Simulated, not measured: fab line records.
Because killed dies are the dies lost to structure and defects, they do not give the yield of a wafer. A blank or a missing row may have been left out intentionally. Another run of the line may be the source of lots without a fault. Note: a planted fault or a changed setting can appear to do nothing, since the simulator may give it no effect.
Which tool was responsible? || flow sky130 || 15 lots with 42 wafers sampled at 5 steps, on a route of 708 steps

WHAT EACH GAUGE READ, for each wafer
SKY_GATE_OXIDE_TW_MEAS_14. Usual: GATE_OXIDE_TW gives 225.5 (standard deviation 1.4).
{"lot": "L397", "measured": "day 14 06:16", "on": "film_metro-03", "GATE_OXIDE_TW": "225.2 224.4 225.3", "flag": ""}
{"lot": "L398", "measured": "day 14 07:45", "on": "film_metro-03", "GATE_OXIDE_TW": "226.3 225.1 225.3", "flag": ""}
{"lot": "L399", "measured": "day 15 12:26", "on": "film_metro-04", "GATE_OXIDE_TW": "227.9 228.7 227.1", "flag": ""}
{"lot": "L400", "measured": "day 15 12:19", "on": "film_metro-02", "GATE_OXIDE_TW": "223.7 223.2 223.2", "flag": ""}
{"lot": "L401", "measured": "day 15 12:44", "on": "film_metro-04", "GATE_OXIDE_TW": "227.5 227.7 226.9", "flag": ""}
{"lot": "L403", "measured": "day 16 23:11", "on": "film_metro-04", "GATE_OXIDE_TW": "227.2 226.8 227.0", "flag": ""}
{"lot": "L405", "measured": "day 17 17:28", "on": "film_metro-02", "GATE_OXIDE_TW": "224.5 223.5 222.6", "flag": ""}
{"lot": "L404", "measured": "day 17 21:29", "on": "film_metro-04", "GATE_OXIDE_TW": "225.3 224.4 226.2", "flag": ""}
{"lot": "L406", "measured": "day 17 21:34", "on": "film_metro-03", "GATE_OXIDE_TW": "224.8 225.2 226.7", "flag": ""}
{"lot": "L407", "measured": "day 18 02:14", "on": "film_metro-04", "GATE_OXIDE_TW": "225.2 225.1 225.4", "flag": ""}
{"lot": "L408", "measured": "day 18 03:26", "on": "film_metro-03", "GATE_OXIDE_TW": "226.5 227.1 225.9", "flag": ""}
{"lot": "L410", "measured": "day 19 03:55", "on": "film_metro-04", "GATE_OXIDE_TW": "224.9 226.1", "flag": ""}
{"lot": "L411", "measured": "day 19 17:22", "on": "film_metro-04", "GATE_OXIDE_TW": "226.5 224.6", "flag": ""}
{"lot": "L414", "measured": "day 20 08:15", "on": "film_metro-04", "GATE_OXIDE_TW": "225.0 224.7", "flag": ""}
{"lot": "L418", "measured": "day 21 17:14", "on": "film_metro-02", "GATE_OXIDE_TW": "223.9 223.1 224.0", "flag": ""}

SKY_POLY_CUT_OVL_MEAS_09. Usual: POLY_CUT_OVL gives 2 nm (standard deviation 4.6).
{"lot": "L397", "measured": "day 24 17:54", "on": "overlay-02", "POLY_CUT_OVL (nm)": "3 6 4", "flag": ""}
{"lot": "L398", "measured": "day 24 20:03", "on": "overlay-02", "POLY_CUT_OVL (nm)": "-6 -4 -4", "flag": ""}
{"lot": "L399", "measured": "day 26 01:25", "on": "overlay-01", "POLY_CUT_OVL (nm)": "6 11 3", "flag": ""}
{"lot": "L400", "measured": "day 26 01:32", "on": "overlay-02", "POLY_CUT_OVL (nm)": "-4 -11 1", "flag": ""}
{"lot": "L401", "measured": "day 26 00:28", "on": "overlay-02", "POLY_CUT_OVL (nm)": "-1 -6 -3", "flag": ""}
{"lot": "L403", "measured": "day 27 09:47", "on": "overlay-02", "POLY_CUT_OVL (nm)": "4 -2 -1", "flag": ""}
{"lot": "L405", "measured": "day 28 07:03", "on": "overlay-01", "POLY_CUT_OVL (nm)": "3 2 0", "flag": ""}
{"lot": "L404", "measured": "day 28 10:08", "on": "overlay-01", "POLY_CUT_OVL (nm)": "9 2 8", "flag": ""}
{"lot": "L406", "measured": "day 28 13:24", "on": "overlay-02", "POLY_CUT_OVL (nm)": "8 6 12", "flag": ""}
{"lot": "L407", "measured": "day 28 12:20", "on": "overlay-01", "POLY_CUT_OVL (nm)": "-1 -4 1", "flag": ""}
{"lot": "L408", "measured": "day 28 14:22", "on": "overlay-01", "POLY_CUT_OVL (nm)": "3 7 2", "flag": ""}
{"lot": "L410", "measured": "day 29 13:12", "on": "overlay-01", "POLY_CUT_OVL (nm)": "6 2", "flag": ""}
{"lot": "L411", "measured": "day 29 21:43", "on": "overlay-01", "POLY_CUT_OVL (nm)": "0 -6", "flag": ""}
{"lot": "L414", "measured": "day 30 16:08", "on": "overlay-02", "POLY_CUT_OVL (nm)": "-3 7", "flag": ""}
{"lot": "L418", "measured": "day 31 21:35", "on": "overlay-01", "POLY_CUT_OVL (nm)": "1 0 10", "flag": ""}

SKY_CONTACT_THK_MEAS_03. Usual: CONTACT_HDPCVD_THK gives 565 nm (standard deviation 9).
{"lot": "L397", "measured": "day 30 22:13", "on": "film_metro-04", "CONTACT_HDPCVD_THK (nm)": "570 568 554", "flag": ""}
{"lot": "L398", "measured": "day 31 00:08", "on": "film_metro-01", "CONTACT_HDPCVD_THK (nm)": "556 576 552", "flag": ""}
{"lot": "L399", "measured": "day 32 04:07", "on": "film_metro-03", "CONTACT_HDPCVD_THK (nm)": "566 557 558", "flag": ""}
{"lot": "L400", "measured": "day 32 04:47", "on": "film_metro-01", "CONTACT_HDPCVD_THK (nm)": "565 565 551", "flag": ""}
{"lot": "L401", "measured": "day 32 02:43", "on": "film_metro-01", "CONTACT_HDPCVD_THK (nm)": "571 550 556", "flag": ""}
{"lot": "L403", "measured": "day 33 12:01", "on": "film_metro-04", "CONTACT_HDPCVD_THK (nm)": "568 558 552", "flag": ""}
{"lot": "L405", "measured": "day 34 04:55", "on": "film_metro-01", "CONTACT_HDPCVD_THK (nm)": "548 549 559", "flag": ""}
{"lot": "L404", "measured": "day 34 08:13", "on": "film_metro-04", "CONTACT_HDPCVD_THK (nm)": "565 567 554", "flag": ""}
{"lot": "L406", "measured": "day 34 15:07", "on": "film_metro-01", "CONTACT_HDPCVD_THK (nm)": "558 558 566", "flag": ""}
{"lot": "L407", "measured": "day 34 10:50", "on": "film_metro-04", "CONTACT_HDPCVD_THK (nm)": "581 567 583", "flag": ""}
{"lot": "L408", "measured": "day 34 15:50", "on": "film_metro-01", "CONTACT_HDPCVD_THK (nm)": "546 563 571", "flag": ""}
{"lot": "L410", "measured": "day 35 09:19", "on": "film_metro-01", "CONTACT_HDPCVD_THK (nm)": "572 248 572 249", "flag": "OFF"}
{"lot": "L411", "measured": "day 35 19:18", "on": "film_metro-04", "CONTACT_HDPCVD_THK (nm)": "239 562 239 563", "flag": "OFF"}
{"lot": "L414", "measured": "day 36 09:52", "on": "film_metro-01", "CONTACT_HDPCVD_THK (nm)": "267 553 267 553", "flag": "OFF"}
{"lot": "L418", "measured": "day 37 17:40", "on": "film_metro-04", "CONTACT_HDPCVD_THK (nm)": "570 556 561", "flag": ""}

EACH LOT AND THE TOOL THAT RAN IT (in order: tool; ch and the chambers of the sampled wafers; start)
{"lot": "L397", "SKY_VT_ADJUST_NCORE_STRIP_10": "plasma_asher-03 ch 0,1, day 8 15:22", "SKY_CONTACT_HDPCVD_02": "hdpcvd-01 ch 0,2, day 30 22:10"}
{"lot": "L398", "SKY_VT_ADJUST_NCORE_STRIP_10": "plasma_asher-02 ch 0,1, day 8 23:33", "SKY_CONTACT_HDPCVD_02": "hdpcvd-02 ch 0,2, day 31 00:02"}
{"lot": "L399", "SKY_VT_ADJUST_NCORE_STRIP_10": "plasma_asher-04 ch 0, day 9 05:20", "SKY_CONTACT_HDPCVD_02": "hdpcvd-01 ch 1,2, day 32 04:03"}
{"lot": "L400", "SKY_VT_ADJUST_NCORE_STRIP_10": "plasma_asher-03 ch 0, day 9 13:39", "SKY_CONTACT_HDPCVD_02": "hdpcvd-01 ch 1,2, day 32 04:34"}
{"lot": "L401", "SKY_VT_ADJUST_NCORE_STRIP_10": "plasma_asher-02 ch 0,1, day 9 18:30", "SKY_CONTACT_HDPCVD_02": "hdpcvd-02 ch 0,1,2, day 32 02:38"}
{"lot": "L403", "SKY_VT_ADJUST_NCORE_STRIP_10": "plasma_asher-02 ch 0,1, day 11 07:12", "SKY_CONTACT_HDPCVD_02": "hdpcvd-01 ch 1,2, day 33 11:56"}
{"lot": "L405", "SKY_VT_ADJUST_NCORE_STRIP_10": "plasma_asher-03 ch 0,1, day 11 16:36", "SKY_CONTACT_HDPCVD_02": "hdpcvd-01 ch 1,2, day 34 04:51"}
{"lot": "L404", "SKY_VT_ADJUST_NCORE_STRIP_10": "plasma_asher-04 ch 0,1, day 11 17:00", "SKY_CONTACT_HDPCVD_02": "hdpcvd-01 ch 0,1,2, day 34 08:07"}
{"lot": "L406", "SKY_VT_ADJUST_NCORE_STRIP_10": "plasma_asher-03 ch 0,1, day 11 20:32", "SKY_CONTACT_HDPCVD_02": "hdpcvd-02 ch 0,1, day 34 15:03"}
{"lot": "L407", "SKY_VT_ADJUST_NCORE_STRIP_10": "plasma_asher-02 ch 0,1, day 12 02:39", "SKY_CONTACT_HDPCVD_02": "hdpcvd-02 ch 0,2, day 34 10:46"}
{"lot": "L408", "SKY_VT_ADJUST_NCORE_STRIP_10": "plasma_asher-02 ch 0,1, day 12 05:55", "SKY_CONTACT_HDPCVD_02": "hdpcvd-01 ch 0,1,2, day 34 15:46"}
{"lot": "L410", "SKY_VT_ADJUST_NCORE_STRIP_10": "plasma_asher-03 ch 0,1, day 12 21:04", "SKY_CONTACT_HDPCVD_02": "hdpcvd-02 ch 0,2, day 35 09:14"}
{"lot": "L411", "SKY_VT_ADJUST_NCORE_STRIP_10": "plasma_asher-04 ch 0,1, day 14 04:43", "SKY_CONTACT_HDPCVD_02": "hdpcvd-02 ch 0,1, day 35 19:14"}
{"lot": "L414", "SKY_VT_ADJUST_NCORE_STRIP_10": "plasma_asher-03 ch 0, day 14 07:00", "SKY_CONTACT_HDPCVD_02": "hdpcvd-02 ch 0,2, day 36 09:48"}
{"lot": "L418", "SKY_VT_ADJUST_NCORE_STRIP_10": "plasma_asher-04 ch 0,1, day 15 02:44", "SKY_CONTACT_HDPCVD_02": "hdpcvd-01 ch 0,1,2, day 37 17:35"}
- SKY_VT_ADJUST_NCORE_STRIP_10: strips in O2/N2.
- SKY_CONTACT_HDPCVD_02: deposits SiO2, target thk 565 nm, time 94.2 s.

AS READ BY THE TOOLS THEMSELVES (means over the sampled wafers that have a number; for cases with no such wafer, the mark the record gives instead)
SKY_VT_ADJUST_NCORE_STRIP_10. Usual: chamber_pressure_mTorr 1500.0 mTorr, standard deviation 1.2; drypump_motor_current_A 5.8 A, standard deviation 0.42; oes_product_au 0.716 a.u., standard deviation 0.0046; strip_time_to_endpoint_s 14.16 s, standard deviation 0.041.
{"lot": "L397", "tool": "plasma_asher-03", "chamber_pressure_mTorr (mTorr)": 1499.8, "drypump_motor_current_A (A)": 5.9, "oes_product_au (a.u.)": 0.714, "strip_time_to_endpoint_s (s)": 14.16, "flag": ""}
{"lot": "L398", "tool": "plasma_asher-02", "chamber_pressure_mTorr (mTorr)": 1500.2, "drypump_motor_current_A (A)": 5.5, "oes_product_au (a.u.)": 0.714, "strip_time_to_endpoint_s (s)": 14.17, "flag": ""}
{"lot": "L399", "tool": "plasma_asher-04", "chamber_pressure_mTorr (mTorr)": 1500.1, "drypump_motor_current_A (A)": 6.6, "oes_product_au (a.u.)": 0.712, "strip_time_to_endpoint_s (s)": 14.13, "flag": ""}
{"lot": "L400", "tool": "plasma_asher-03", "chamber_pressure_mTorr (mTorr)": 1499.2, "drypump_motor_current_A (A)": 6.0, "oes_product_au (a.u.)": 0.714, "strip_time_to_endpoint_s (s)": 14.23, "flag": ""}
{"lot": "L401", "tool": "plasma_asher-02", "chamber_pressure_mTorr (mTorr)": 1499.7, "drypump_motor_current_A (A)": 5.4, "oes_product_au (a.u.)": 0.718, "strip_time_to_endpoint_s (s)": 14.17, "flag": ""}
{"lot": "L403", "tool": "plasma_asher-02", "chamber_pressure_mTorr (mTorr)": 1500.2, "drypump_motor_current_A (A)": 5.4, "oes_product_au (a.u.)": 0.717, "strip_time_to_endpoint_s (s)": 14.14, "flag": ""}
{"lot": "L405", "tool": "plasma_asher-03", "chamber_pressure_mTorr (mTorr)": 1500.1, "drypump_motor_current_A (A)": 5.9, "oes_product_au (a.u.)": 0.718, "strip_time_to_endpoint_s (s)": 14.13, "flag": ""}
{"lot": "L404", "tool": "plasma_asher-04", "chamber_pressure_mTorr (mTorr)": 1499.8, "drypump_motor_current_A (A)": 5.8, "oes_product_au (a.u.)": 0.716, "strip_time_to_endpoint_s (s)": 14.18, "flag": ""}
{"lot": "L406", "tool": "plasma_asher-03", "chamber_pressure_mTorr (mTorr)": 1499.5, "drypump_motor_current_A (A)": 5.9, "oes_product_au (a.u.)": 0.715, "strip_time_to_endpoint_s (s)": 14.15, "flag": ""}
{"lot": "L407", "tool": "plasma_asher-02", "chamber_pressure_mTorr (mTorr)": 1500.3, "drypump_motor_current_A (A)": 5.4, "oes_product_au (a.u.)": 0.716, "strip_time_to_endpoint_s (s)": 14.15, "flag": ""}
{"lot": "L408", "tool": "plasma_asher-02", "chamber_pressure_mTorr (mTorr)": 1500.7, "drypump_motor_current_A (A)": 5.4, "oes_product_au (a.u.)": 0.718, "strip_time_to_endpoint_s (s)": 14.13, "flag": ""}
{"lot": "L410", "tool": "plasma_asher-03", "chamber_pressure_mTorr (mTorr)": 1500.3, "drypump_motor_current_A (A)": 5.8, "oes_product_au (a.u.)": 0.718, "strip_time_to_endpoint_s (s)": 14.12, "flag": ""}
{"lot": "L411", "tool": "plasma_asher-04", "chamber_pressure_mTorr (mTorr)": 1500.0, "drypump_motor_current_A (A)": 6.0, "oes_product_au (a.u.)": 0.714, "strip_time_to_endpoint_s (s)": 14.19, "flag": ""}
{"lot": "L414", "tool": "plasma_asher-03", "chamber_pressure_mTorr (mTorr)": 1500.4, "drypump_motor_current_A (A)": 6.0, "oes_product_au (a.u.)": 0.718, "strip_time_to_endpoint_s (s)": 14.10, "flag": ""}
{"lot": "L418", "tool": "plasma_asher-04", "chamber_pressure_mTorr (mTorr)": 1499.6, "drypump_motor_current_A (A)": 5.8, "oes_product_au (a.u.)": 0.714, "strip_time_to_endpoint_s (s)": 14.23, "flag": ""}

THE ANSWER, worked out from the rows above alone
Rule: a lot is off if the mean of its wafers that have a number lies more than 3 standard deviations from the usual mean. A lot without any number at a reading at which 4 lots or more have one is off too. All remaining lots with rows at the step are treated as sound. Order of review: gauges by route order, followed by the tools' own readings, for which a lot's mean as printed above is used. The first step at which some lot is off is used, and at that step the reading that is off furthest; a lot without a number counts as furthest.
Off: L410, L411, L414, seen at SKY_CONTACT_THK_MEAS_03 (CONTACT_HDPCVD_THK).
A tool fits if, at a process step before that reading, it ran every lot that is off, and no sound lot after the first of them. The gauges at SKY_CONTACT_THK_MEAS_03 are tried like those tools. One fits: hdpcvd-02 at SKY_CONTACT_HDPCVD_02. A fault onset in the window from L406 (day 34 15:03, its last sound lot) to L410 (day 35 09:14, its first lot off) fits.

WHAT HAD BEEN PUT IN BY THE SIMULATOR
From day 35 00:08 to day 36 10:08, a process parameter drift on hdpcvd-02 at SKY_CONTACT_HDPCVD_02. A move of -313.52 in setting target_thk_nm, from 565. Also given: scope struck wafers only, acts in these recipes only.
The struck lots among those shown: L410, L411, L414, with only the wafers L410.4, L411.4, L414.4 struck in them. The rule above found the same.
